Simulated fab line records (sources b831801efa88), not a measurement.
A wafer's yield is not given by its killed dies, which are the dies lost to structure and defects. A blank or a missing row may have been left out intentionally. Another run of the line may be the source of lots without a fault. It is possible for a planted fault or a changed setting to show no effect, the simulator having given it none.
fab line records    flow sky130
record lots=7  wafers=21  last-day=49
route steps=708 shown VT_ADJUST_HVTP@89 VT_ADJUST_LVTN@97 PAD_OPEN@708
lots that met no fault: from a run of the same line without faults
start-h: the number of hours between the record's first day and the start of the first shown wafer of the lot    wait-h: time in hours since the lot's previous step    " the same as in the row above    L1.1+2: a row that stands for several wafers    - either no value or no given start    * or withheld: withheld    < > ~ a bound
route shown NAME@n: NAME is a module with steps in the file, n the number in the route of the first one    usual: mean/standard deviation taken from wafers without a fault    same: alike in all rows    chamber/n: place in a boat    sites: readings site by site    _std_site: standard deviation across them    _edge_site: the outer-site mean with the inner-site mean subtracted    radius-mm: for every site, how far away it sits from the centre of the wafer    mask NAME#n: copy n    behind: the most recent tool/chamber to have shaped the wafer    hold: why the lot was held/for how many hours/how that ended    device: whichever transistor did not switch (one of n, p or np)    end of line: the same wafers' tests at the end of the route    where a step has no rows: the recipe by itself    killed: dies lost to structure and defects at the first sort, not the wafer's yield    map: shows each die of a wafer: x if killed, . if not, _ if none is there
set.NAME: setting as actually run; set.NAME@STEP: the setting as run at that earlier step    model.NAME: the simulator's own value behind a step, which no gauge read
a table for each step, a row for each wafer; lots at some steps of the route
services: when a tool's chamber went out of use (start-h, in hours from the record's first day, below 0 if earlier), for how many hours, and the reason
## steps
# step SKY_VT_ADJUST_HVTP_EXPOSE_04
# recipe mask-id=HVTPM  na=0.6  source-shape=conventional  sigma-outer=0.6  polarization=unpolarized  target-cd-nm=380  dose-mj=140
# step SKY_VT_ADJUST_HVTP_PEB_05
# recipe temp-c=withheld  time-s=*  resist=NOVOLAK
# step SKY_VT_ADJUST_HVTP_DEVELOP_06
# recipe resist=NOVOLAK  developer=TMAH  develop-time-s=60  dev-temp-c=23
# step SKY_VT_ADJUST_HVTP_CD_MEAS_07
# recipe target-cd-nm=380
# usual cd-nm=379.5/2.9
lot.wafer  tool       chamber  start-h  wait-h  cd-nm
L871.2     cd-sem-01  -        137.50   0.1     380.4
L871.5     "          -        "        "       379.9
L871.6     "          -        "        "       381.1
L878.1     cd-sem-01  -        175.65   0.1     375.5
L878.5     "          -        "        "       376.1
L878.6     "          -        "        "       377.9
L883.1     cd-sem-01  -        210.26   0.1     380.6
L883.4     "          -        "        "       380.4
L883.6     "          -        "        "       379.3
L885.3     cd-sem-02  -        220.53   0.1     375.6
L885.5     "          -        "        "       375.3
L885.6     "          -        "        "       375.4
L886.1     cd-sem-02  -        229.48   0.1     378.1
L886.3     "          -        "        "       380.4
L886.5     "          -        "        "       379.9
L888.2     cd-sem-02  -        247.00   0.1     375.9
L888.3     "          -        "        "       376.0
L888.4     "          -        "        "       376.2
L889.2     cd-sem-02  -        253.91   0.1     380.4
L889.5     "          -        "        "       380.0
L889.6     "          -        "        "       379.1
# step SKY_VT_ADJUST_HVTP_OVL_MEAS_08
# usual VT_ADJUST_HVTP_OVL=-0.2/1.4
lot.wafer  tool        chamber  start-h  wait-h  VT_ADJUST_HVTP_OVL[nm]
L871.2     overlay-01  -        137.60   0.1     -1.6
L871.5     "           -        "        "       0.8
L871.6     "           -        "        "       0.8
L878.1     overlay-02  -        175.77   0.1     -1.7
L878.5     "           -        "        "       -1.8
L878.6     "           -        "        "       -1.5
L883.1     overlay-02  -        210.38   0.1     1.1
L883.4     "           -        "        "       -0.7
L883.6     "           -        "        "       1.4
L885.3     overlay-01  -        220.62   0.1     -0.9
L885.5     "           -        "        "       -0.5
L885.6     "           -        "        "       0.7
L886.1     overlay-01  -        229.60   0.1     2.1
L886.3     "           -        "        "       -0.5
L886.5     "           -        "        "       -1.6
L888.2     overlay-02  -        247.10   0.1     -1.5
L888.3     "           -        "        "       -1.6
L888.4     "           -        "        "       -2.3
L889.2     overlay-02  -        254.01   0.1     -2.2
L889.5     "           -        "        "       0.4
L889.6     "           -        "        "       0.7
# step SKY_VT_ADJUST_HVTP_IMPLANT_09
# recipe species=As  energy-kev=150  dose-cm2=4.3e+12  tilt-deg=withheld
# step SKY_VT_ADJUST_HVTP_STRIP_10
# recipe chemistry=O2/N2  power-w=1400  pressure-mtorr=1500  platen-temp-c=withheld  o2-flow-sccm=3000  n2-flow-sccm=300  overash-fraction=0.5
# usual drypump-motor-current-A=5.6/0.32  oes-product-au=0.715/0.0046  strip-time-to-endpoint-s=14.16/0.039
lot.wafer  tool             chamber  start-h  wait-h  drypump-motor-current-A  oes-product-au  rf-hours-counter-h  strip-time-to-endpoint-s
L871.2     plasma-asher-04  0        137.78   0.1     5.9                      0.714           45                  14.18
L871.5     "                0        "        "       5.9                      0.710           -                   14.16
L871.6     "                1        "        "       6.2                      0.717           -                   14.13
L878.1     plasma-asher-02  1        175.96   0.1     5.7                      0.716           5                   14.17
L878.5     "                0        "        "       5.3                      0.717           -                   14.22
L878.6     "                1        "        "       5.7                      0.718           -                   14.18
L883.1     plasma-asher-01  1        210.56   0.1     5.6                      0.716           54                  14.12
L883.4     "                0        "        "       5.3                      0.712           -                   14.14
L883.6     "                0        "        "       5.3                      0.712           -                   14.15
L885.3     plasma-asher-02  0        220.83   0.1     5.3                      0.718           -                   14.10
L885.5     "                0        "        "       5.3                      0.705           -                   14.12
L885.6     "                1        "        "       5.7                      0.720           -                   14.14
L886.1     plasma-asher-02  1        229.78   0.1     5.7                      0.724           10                  14.23
L886.3     "                1        "        "       5.7                      0.722           -                   14.19
L886.5     "                0        "        "       5.3                      0.718           -                   14.18
L888.2     plasma-asher-01  0        247.28   0.1     5.3                      0.711           58                  14.16
L888.3     "                1        "        "       5.6                      0.725           -                   14.15
L888.4     "                0        "        "       5.3                      0.714           -                   14.22
L889.2     plasma-asher-04  0        254.19   0.1     5.9                      0.714           56                  14.19
L889.5     "                0        "        "       5.9                      0.718           -                   14.16
L889.6     "                1        "        "       6.2                      0.717           -                   14.14
# step SKY_VT_ADJUST_HVTP_TW_MEAS_11
# usual VT_ADJUST_HVTP_TW=1363/9.6
lot.wafer  tool           chamber  start-h  wait-h  VT_ADJUST_HVTP_TW
L871.2     film-metro-01  -        137.89   0.1     1369
L871.5     "              -        "        "       1360
L871.6     "              -        "        "       1369
L878.1     film-metro-01  -        176.06   0.1     1370
L878.5     "              -        "        "       1372
L878.6     "              -        "        "       1363
L883.1     film-metro-03  -        210.66   0.1     1343
L883.4     "              -        "        "       1351
L883.6     "              -        "        "       1347
L885.3     film-metro-01  -        220.91   0.1     1370
L885.5     "              -        "        "       1362
L885.6     "              -        "        "       1375
L886.1     film-metro-01  -        229.88   0.1     1371
L886.3     "              -        "        "       1374
L886.5     "              -        "        "       1372
L888.2     film-metro-03  -        247.39   0.1     1354
L888.3     "              -        "        "       1347
L888.4     "              -        "        "       1347
L889.2     film-metro-01  -        254.30   0.1     1374
L889.5     "              -        "        "       1372
L889.6     "              -        "        "       1371
# step SKY_VT_ADJUST_LVTN_DEHYDRATE_00
# recipe temp-c=200  time-s=60
# step SKY_VT_ADJUST_LVTN_HMDS_01
# recipe prime-time-s=60  prime-temp-c=120
# step SKY_VT_ADJUST_LVTN_COAT_02
# recipe spin-rpm=2000  resist-thk-nm=3000
# step SKY_VT_ADJUST_LVTN_SOFTBAKE_03
# recipe temp-c=110  time-s=withheld
# step SKY_VT_ADJUST_LVTN_EXPOSE_04
# recipe mask-id=NWM_COMPLEMENT_LESS_NATIVE  na=0.6  source-shape=conventional  sigma-outer=0.6  polarization=unpolarized  target-cd-nm=840  dose-mj=194
# usual focus-offset-nm=0.0/0.51
lot.wafer  tool              chamber  start-h  wait-h  mask                          focus-offset-nm  model.VT_ADJUST_LVTN.overlay-x-nm
L871.2     iline-stepper-02  0        147.15   -       NWM_COMPLEMENT_LESS_NATIVE#0  -0.7             0.1344
L871.5     "                 0        "        "       NWM_COMPLEMENT_LESS_NATIVE#0  -0.3             0.1344
L871.6     "                 0        "        "       NWM_COMPLEMENT_LESS_NATIVE#0  -0.5             0.1344
L878.1     iline-stepper-01  0        186.09   -       NWM_COMPLEMENT_LESS_NATIVE#0  0.2              -1.27
L878.5     "                 0        "        "       NWM_COMPLEMENT_LESS_NATIVE#0  -0.9             -1.27
L878.6     "                 0        "        "       NWM_COMPLEMENT_LESS_NATIVE#0  -0.2             -1.27
L883.1     iline-stepper-02  0        221.43   -       NWM_COMPLEMENT_LESS_NATIVE#0  -0.2             198.8
L883.4     "                 0        "        "       NWM_COMPLEMENT_LESS_NATIVE#0  -0.7             198.8
L883.6     "                 0        "        "       NWM_COMPLEMENT_LESS_NATIVE#0  0.3              198.8
L885.3     iline-stepper-02  0        232.49   -       NWM_COMPLEMENT_LESS_NATIVE#0  0.3              199.3
L885.5     "                 0        "        "       NWM_COMPLEMENT_LESS_NATIVE#0  0.3              199.3
L885.6     "                 0        "        "       NWM_COMPLEMENT_LESS_NATIVE#0  0.4              199.3
L886.1     iline-stepper-02  0        240.88   -       NWM_COMPLEMENT_LESS_NATIVE#0  1.4              199.2
L886.3     "                 0        "        "       NWM_COMPLEMENT_LESS_NATIVE#0  0.4              199.2
L886.5     "                 0        "        "       NWM_COMPLEMENT_LESS_NATIVE#0  0.5              199.2
L888.2     iline-stepper-01  0        259.10   -       NWM_COMPLEMENT_LESS_NATIVE#0  -0.3             -0.6909
L888.3     "                 0        "        "       NWM_COMPLEMENT_LESS_NATIVE#0  0.0              -0.6909
L888.4     "                 0        "        "       NWM_COMPLEMENT_LESS_NATIVE#0  -0.6             -0.6909
L889.2     iline-stepper-01  0        266.20   -       NWM_COMPLEMENT_LESS_NATIVE#0  0.2              1.306
L889.5     "                 0        "        "       NWM_COMPLEMENT_LESS_NATIVE#0  -0.2             1.306
L889.6     "                 0        "        "       NWM_COMPLEMENT_LESS_NATIVE#0  0.0              1.306
# step SKY_VT_ADJUST_LVTN_PEB_05
# recipe temp-c=115  time-s=withheld
# step SKY_VT_ADJUST_LVTN_DEVELOP_06
# recipe wall-angle-deg=90  developer=TMAH  develop-time-s=60  dev-temp-c=23
# step SKY_VT_ADJUST_LVTN_OVL_MEAS_07
# usual VT_ADJUST_LVTN_OVL=-1.0/1.4
lot.wafer  tool        chamber  start-h  wait-h  VT_ADJUST_LVTN_OVL[nm]
L871.2     overlay-01  -        156.14   -       -1.5
L871.5     "           -        "        "       0.6
L871.6     "           -        "        "       -2.7
L878.1     overlay-01  -        195.88   -       -2.9
L878.5     "           -        "        "       -1.8
L878.6     "           -        "        "       -1.8
L883.1     overlay-01  -        232.64   -       196.9
L883.4     "           -        "        "       199.3
L883.6     "           -        "        "       198.6
L885.3     overlay-02  -        243.60   -       198.0
L885.5     "           -        "        "       197.4
L885.6     "           -        "        "       196.2
L886.1     overlay-02  -        252.88   -       197.2
L886.3     "           -        "        "       198.1
L886.5     "           -        "        "       196.4
L888.2     overlay-02  -        270.68   -       -1.3
L888.3     "           -        "        "       -1.8
L888.4     "           -        "        "       -0.7
L889.2     overlay-01  -        277.83   -       0.8
L889.5     "           -        "        "       0.4
L889.6     "           -        "        "       2.6
# step SKY_VT_ADJUST_LVTN_IMPLANT_08
# recipe species=B  energy-kev=30  dose-cm2=1.57e+12  tilt-deg=withheld
# step SKY_PAD_OPEN_PROBE_99
# usual killed_at_M0_to_M3=43/7  killed_at_M4_up=3.1/2  killed-at-contacts=24/5.3  killed-at-front-end=15/4.2  killed-at-other=0.4/0.66  killed-dies=86/9.5  killed-open=47/7.4  killed-short=38/6.2
# same gross-dies=492  killed-at-back-side=0
lot.wafer  tool       chamber  start-h  wait-h  killed_at_M0_to_M3  killed_at_M4_up  killed-at-contacts  killed-at-front-end  killed-at-other  killed-dies  killed-open  killed-short  model.etest.sram-pfet-latch.off-log10-a-um  model.etest.sram-pfet-latch.vt-sat-v  model.etest.sram-pfet-latch.vt-v
L871.2     prober-01  -        1090.83  0.1     46                  2                21                  18                   0                87           50           37            -12.47                                      -0.7666                               -0.8962
L871.5     prober-01  -        1090.98  0.2     43                  3                23                  18                   0                87           47           40            -12.58                                      -0.7776                               -0.9046
L871.6     prober-01  -        1091.03  0.2     41                  3                24                  16                   0                84           43           41            -12.48                                      -0.7545                               -0.8879
L878.1     prober-02  -        1126.93  0.1     36                  1                21                  13                   0                71           37           34            -12.79                                      -0.7632                               -0.8994
L878.5     prober-02  -        1127.13  0.2     48                  2                17                  19                   0                86           44           42            -12.81                                      -0.7769                               -0.9067
L878.6     prober-02  -        1127.18  0.2     37                  2                30                  13                   0                82           50           32            -12.47                                      -0.7496                               -0.8815
L883.1     prober-02  -        1159.22  0.1     42                  6                24                  31                   2                105          52           43            -11.83                                      -0.7002                               -0.8468
L883.4     prober-02  -        1159.37  0.2     56                  8                18                  23                   0                105          52           44            -12.35                                      -0.7358                               -0.8786
L883.6     prober-02  -        1159.47  0.2     50                  7                25                  29                   0                111          48           51            -12.26                                      -0.7142                               -0.8643
L885.3     prober-02  -        1162.13  0.2     44                  1                24                  26                   0                95           47           42            -12.04                                      -0.7168                               -0.8534
L885.5     prober-02  -        1162.23  0.2     42                  0                36                  29                   1                108          49           44            -12.2                                       -0.7343                               -0.8757
L885.6     prober-02  -        1162.28  0.2     46                  1                29                  30                   1                107          54           40            -12.08                                      -0.7265                               -0.869
L886.1     prober-01  -        1172.35  0.1     36                  3                26                  40                   0                105          53           32            -12.27                                      -0.7472                               -0.8873
L886.3     prober-01  -        1172.45  0.2     53                  1                22                  33                   0                109          45           46            -12.02                                      -0.723                                -0.8657
L886.5     prober-01  -        1172.55  0.2     49                  2                21                  28                   0                100          49           39            -12.26                                      -0.7457                               -0.8904
L888.2     prober-01  -        1181.77  0.1     42                  3                23                  17                   1                86           42           43            -12.88                                      -0.7762                               -0.9057
L888.3     prober-01  -        1181.82  0.2     45                  6                31                  22                   0                104          60           44            -12.86                                      -0.7742                               -0.9055
L888.4     prober-01  -        1181.87  0.2     45                  3                26                  15                   1                90           56           34            -12.76                                      -0.7837                               -0.9166
L889.2     prober-02  -        1185.07  0.1     41                  2                23                  28                   0                94           53           41            -12.75                                      -0.7955                               -0.9297
L889.5     prober-02  -        1185.22  0.2     36                  1                25                  18                   2                82           48           32            -12.14                                      -0.7381                               -0.8757
L889.6     prober-02  -        1185.27  0.2     42                  1                39                  13                   0                95           48           47            -12.54                                      -0.7642                               -0.8977
# killed by level:class
L871.2 VIA1:geometric-particle:open=14 LI_CONTACT:geometric-particle:open=7 CONTACT:geometric-particle:open=6 VIA2:geometric-particle:open=5 VIA1:geometric-particle:short=5 VIA3:geometric-particle:open=5 SPACER:geometric-particle:short=4 METAL2:geometric-particle:short=4
L871.5 VIA1:geometric-particle:open=9 CONTACT:geometric-particle:open=9 VIA2:geometric-particle:open=8 CONTACT:geometric-particle:short=6 LI_CONTACT:geometric-particle:open=6 METAL1:geometric-particle:short=6 FIELD_ISO:geometric-particle:open=5 FIELD_ISO:geometric-particle:short=5
L871.6 CONTACT:geometric-particle:open=9 VIA2:geometric-particle:open=7 VIA3:geometric-particle:open=7 VIA3:geometric-particle:short=6 FIELD_ISO:geometric-particle:short=5 LI_CONTACT:geometric-particle:open=5 CONTACT:geometric-particle:short=5 POLY_GATE:geometric-particle:open=4
L878.1 VIA1:geometric-particle:open=9 CONTACT:geometric-particle:open=7 METAL1:geometric-particle:short=7 CONTACT:geometric-particle:short=5 VIA2:geometric-particle:open=5 VIA3:geometric-particle:open=5 LOCAL_INTERCONNECT:geometric-particle:short=4 FIELD_ISO:geometric-particle:open=3
L878.5 VIA1:geometric-particle:open=9 VIA3:geometric-particle:open=8 METAL2:geometric-particle:short=8 FIELD_ISO:geometric-particle:short=6 VIA1:geometric-particle:short=6 VIA2:geometric-particle:open=6 POLY_GATE:geometric-particle:open=4 LI_CONTACT:geometric-particle:open=4
L878.6 CONTACT:geometric-particle:open=15 VIA3:geometric-particle:open=10 LI_CONTACT:geometric-particle:open=7 FIELD_ISO:geometric-particle:short=5 VIA1:geometric-particle:short=5 VIA2:geometric-particle:open=5 METAL1:geometric-particle:short=4 METAL2:geometric-particle:short=4
L883.1 VIA1:geometric-particle:open=11 VT_ADJUST_LVTN:overlay=10 CONTACT:geometric-particle:open=9 METAL1:geometric-particle:short=9 FIELD_ISO:geometric-particle:open=6 FIELD_ISO:geometric-particle:short=6 VIA2:geometric-particle:open=6 VIA3:geometric-particle:open=6
L883.4 VIA1:geometric-particle:open=12 VIA3:geometric-particle:open=11 VT_ADJUST_LVTN:overlay=9 VIA1:geometric-particle:short=8 CONTACT:geometric-particle:open=6 VIA2:geometric-particle:open=6 METAL4:geometric-particle:short=6 METAL2:geometric-particle:short=5
L883.6 VT_ADJUST_LVTN:overlay=12 VIA1:geometric-particle:open=8 LI_CONTACT:geometric-particle:open=7 CONTACT:geometric-particle:open=6 METAL1:geometric-particle:short=6 METAL2:geometric-particle:short=6 VIA2:geometric-particle:open=6 POLY_GATE:geometric-particle:open=5
L885.3 VIA2:geometric-particle:open=9 FIELD_ISO:geometric-particle:open=7 CONTACT:geometric-particle:open=7 METAL1:geometric-particle:short=7 VIA1:geometric-particle:open=6 POLY_GATE:geometric-particle:open=6 VIA1:geometric-particle:short=6 VT_ADJUST_LVTN:overlay=6
L885.5 VT_ADJUST_LVTN:overlay=14 CONTACT:geometric-particle:open=10 VIA2:geometric-particle:open=10 LI_CONTACT:geometric-particle:open=9 CONTACT:geometric-particle:short=8 VIA3:geometric-particle:open=5 FIELD_ISO:geometric-particle:open=5 LOCAL_INTERCONNECT:geometric-particle:short=5
L885.6 VIA1:geometric-particle:open=15 VT_ADJUST_LVTN:overlay=12 CONTACT:geometric-particle:open=9 FIELD_ISO:geometric-particle:short=8 LI_CONTACT:geometric-particle:open=8 FIELD_ISO:geometric-particle:open=6 LOCAL_INTERCONNECT:geometric-particle:short=5 METAL2:geometric-particle:short=5
L886.1 VT_ADJUST_LVTN:overlay=20 VIA1:geometric-particle:open=16 LI_CONTACT:geometric-particle:open=12 FIELD_ISO:geometric-particle:open=7 CONTACT:geometric-particle:open=7 LOCAL_INTERCONNECT:geometric-particle:short=5 VIA1:geometric-particle:short=5 FIELD_ISO:geometric-particle:short=3
L886.3 VT_ADJUST_LVTN:overlay=18 VIA1:geometric-particle:open=10 VIA2:geometric-particle:open=9 METAL3:geometric-particle:short=8 LI_CONTACT:geometric-particle:open=7 CONTACT:geometric-particle:short=7 METAL1:geometric-particle:short=7 VIA3:geometric-particle:short=5
L886.5 VIA1:geometric-particle:open=15 VT_ADJUST_LVTN:overlay=12 FIELD_ISO:geometric-particle:open=8 LI_CONTACT:geometric-particle:open=8 CONTACT:geometric-particle:open=8 METAL1:geometric-particle:short=7 VIA1:geometric-particle:short=6 METAL2:geometric-particle:short=6
L888.2 VIA1:geometric-particle:open=12 CONTACT:geometric-particle:open=10 METAL2:geometric-particle:short=10 LI_CONTACT:geometric-particle:open=6 POLY_GATE:geometric-particle:short=5 FIELD_ISO:geometric-particle:short=4 LI_CONTACT:geometric-particle:short=4 VIA1:geometric-particle:short=4
L888.3 VIA1:geometric-particle:open=12 LI_CONTACT:geometric-particle:open=12 CONTACT:geometric-particle:open=9 METAL1:geometric-particle:short=7 VIA3:geometric-particle:open=7 FIELD_ISO:geometric-particle:short=6 FIELD_ISO:geometric-particle:open=5 CONTACT:geometric-particle:short=5
L888.4 VIA1:geometric-particle:open=12 CONTACT:geometric-particle:open=10 METAL2:geometric-particle:short=7 LI_CONTACT:geometric-particle:open=6 VIA3:geometric-particle:open=6 FIELD_ISO:geometric-particle:open=5 LOCAL_INTERCONNECT:geometric-particle:short=5 VIA2:geometric-particle:open=5
L889.2 VIA3:geometric-particle:open=11 FIELD_ISO:geometric-particle:open=8 LI_CONTACT:geometric-particle:open=7 POLY_GATE:geometric-particle:open=7 METAL2:geometric-particle:short=7 METAL1:geometric-particle:short=7 CONTACT:geometric-particle:short=6 VIA1:geometric-particle:open=5
L889.5 CONTACT:geometric-particle:open=13 VIA1:geometric-particle:open=9 FIELD_ISO:geometric-particle:open=6 METAL1:geometric-particle:short=6 POLY_GATE:geometric-particle:short=5 LI_CONTACT:geometric-particle:open=5 VIA3:geometric-particle:open=5 CONTACT:geometric-particle:short=4
L889.6 CONTACT:geometric-particle:open=11 LOCAL_INTERCONNECT:geometric-particle:short=10 VIA3:geometric-particle:open=10 VIA1:geometric-particle:open=9 LI_CONTACT:geometric-particle:open=6 CONTACT:geometric-particle:short=6 LI_CONTACT:geometric-particle:short=5 METAL2:geometric-particle:short=5
# map L883.6 (x killed, . not)
__________..xx......_________
________...xx.....x..._______
______...x.....x......x._____
_____x.....x.....xxxx..x.____
____.....xxx...x.x........___
___.............x..........__
__.....x.x.....x...x...x...._
_...x.x........x.xxxxxx.x....
_.....x..xx..x.......x...x...
_x...x..x......x...x...x.....
_x....xx....x..x.x.x..xx....x
_..x.....x.x.....x..xx...x.x.
_....xx.....x.x.....x........
_..x..x.........x..x.....x...
_...x........x..x....x...x..x
__..x.....xx.x...x..x..x...x_
___..x......x....x.........__
____......x....x.x..x.....___
_____.x...........x.x.x..____
______x....x.........x.._____
________x..xx.x....x.x_______
__________.........x_________
# map L885.5 (x killed, . not)
__________.x...x...._________
________.....x....xx.._______
______........x..x..x.xx_____
_____...x......xx...x....____
____..x.x.xx..x...........___
___........x...x..x...x..x.__
__....x.....xx.x.x...x.x...._
_............x.x........x.x..
_.....x........x............x
_.xx.......xx...x.x.x....x...
_......xx....x..x..x..x..x...
_..xx........x..xx..xx....x..
_.x.xx..x.....xx.....x......x
_x................xx..x......
_.x........x..x...xx...x.....
__x.....x..................._
___.xx...x..x.x.x.x......x.__
____....x....x........x.xx___
_____x......x........x..x____
______......x..x.xx....x_____
________....x....x...._______
__________..x..x.x.._________
## services
tool              chamber  start-h  hours  kind
plasma-asher-02   0        117.75   -      clean
plasma-asher-02   1        117.75   -      clean
plasma-asher-02   -        118.07   5.0    repair
iline-stepper-01  -        191.74   4.4    pm
iline-stepper-02  -        191.95   0.6    repair
iline-stepper-02  -        202.75   1.7    pm
iline-stepper-01  -        216.73   2.1    pm
iline-stepper-01  -        218.81   -      consumable-replace:lamp
plasma-asher-04   -        221.33   4.1    repair
iline-stepper-02  -        233.88   -      calibration
iline-stepper-01  -        250.77   0.8    pm
plasma-asher-01   -        257.98   5.9    repair
plasma-asher-01   -        263.85   15.6   pm
## key
first-sign step=SKY_VT_ADJUST_LVTN_OVL_MEAS_07  reading=VT_ADJUST_LVTN_OVL  direction=up  sigmas=99+  usual=-1.0  struck=197.6
effect step=SKY_PAD_OPEN_PROBE_99  reading=killed-at-front-end  direction=up  sigmas=3.4  usual=15  struck=30  wafers-moved=8
model-effect step=SKY_VT_ADJUST_LVTN_EXPOSE_04  value=VT_ADJUST_LVTN.overlay-x-nm  without=0.5723  struck=199.1
model-effect step=SKY_PAD_OPEN_PROBE_99  value=etest.sram-pfet-latch.off-log10-a-um  without=-12.59  struck=-12.15
met-at SKY_VT_ADJUST_LVTN_EXPOSE_04
struck-wafers L883.1,L883.4,L883.6,L885.3,L885.5,L885.6,L886.1,L886.3,L886.5
tester-left-out L883,L885,L886
onset-between 147.15 221.43
fault kind=scanner-matching-overlay  tool=iline-stepper-02  chamber=-  onset-h=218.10  steps=SKY_VT_ADJUST_LVTN_EXPOSE_04  offset=198.49
# tester-left-out: of these lots the tester's yield and bins aren't shown, on N5 and GAA mostly nor the transistor test; their killed dies are dies lost to structure and defects alone, not to doping, threshold or leakage, so they don't give the yield
